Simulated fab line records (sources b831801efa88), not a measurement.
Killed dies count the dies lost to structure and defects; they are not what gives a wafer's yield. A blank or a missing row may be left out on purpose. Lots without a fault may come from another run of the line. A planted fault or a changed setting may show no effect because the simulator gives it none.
One fault seen from 2 desks | flow gf180mcu | what lay behind the numbers comes last; until then each desk has only its own

## THE TOOL OWNER'S DESK: rie metal-02
The tool's own readings at GF_M4_METAL_ETCH_16 (etches the open film in Cl2/BCl3, stops on SiO2, target depth 750.8 nm, time 125.1 s): means of the sampled wafers that have a number, for each lot that ran on this tool. The brackets show how far a lot's mean lies from the usual mean; more than 4 standard deviations puts the lot out of limits, marked OUT.
Columns: A = drypump motor current A at GF_M4_METAL_ETCH_16, usual 5.7 A; B = oes product au at GF_M4_METAL_ETCH_16, usual 0.988 a.u.; C = throttle valve pct at GF_M4_METAL_ETCH_16, usual 28.233 %
lot  | first seen here | A   | B     | C
L250 | day 23 08:53    | 5.5 | 0.993 | 28.235
L253 | day 24 15:02    | 5.5 | 0.991 | 28.227
L255 | day 25 10:28    | 5.5 | 0.982 | 28.246
L267 | day 29 08:58    | 5.5 | 0.992 | 28.228
L270 | day 30 00:59    | 5.5 | 0.988 | 28.247
Result from this desk: across the 5 lots, nothing is out of limits.

## FROM THE METROLOGY DESK
Means of the sampled wafers that have a number, per lot and without regard to the tool the lot ran on: this is what the gauges read. The brackets show how far a lot's mean lies from the usual mean; more than 4 standard deviations puts the lot out of limits, marked OUT.
Columns: A = M3_OVL at GF_M3_OVL_MEAS_15, usual 5 nm; B = V3_BOW at GF_V3_BOW_MEAS_05, usual 116 um
lot  | first seen here | A  | B
L250 | day 21 06:55    | 5  | 105
L251 | day 21 23:08    | 6  | 136
L253 | day 22 14:41    | 9  | 111
L255 | day 23 11:38    | 6  | 126
L257 | day 24 05:14    | 16 | 117
L258 | day 24 13:50    | 8  | 129
L259 | day 24 19:39    | 11 | 116
L260 | day 25 07:50    | 6  | 125
L267 | day 27 13:02    | 4  | 120
L270 | day 28 07:22    | 11 | 101
L271 | day 28 16:44    | 8  | 105
L272 | day 28 20:18    | 5  | 120
Result from this desk: across the 12 lots, nothing is out of limits.

## TAKEN TOGETHER
Nothing out of limits was seen by the tool owner's desk.
The metrology desk saw nothing out of limits.

## WHAT THE SIMULATOR HAD PUT IN
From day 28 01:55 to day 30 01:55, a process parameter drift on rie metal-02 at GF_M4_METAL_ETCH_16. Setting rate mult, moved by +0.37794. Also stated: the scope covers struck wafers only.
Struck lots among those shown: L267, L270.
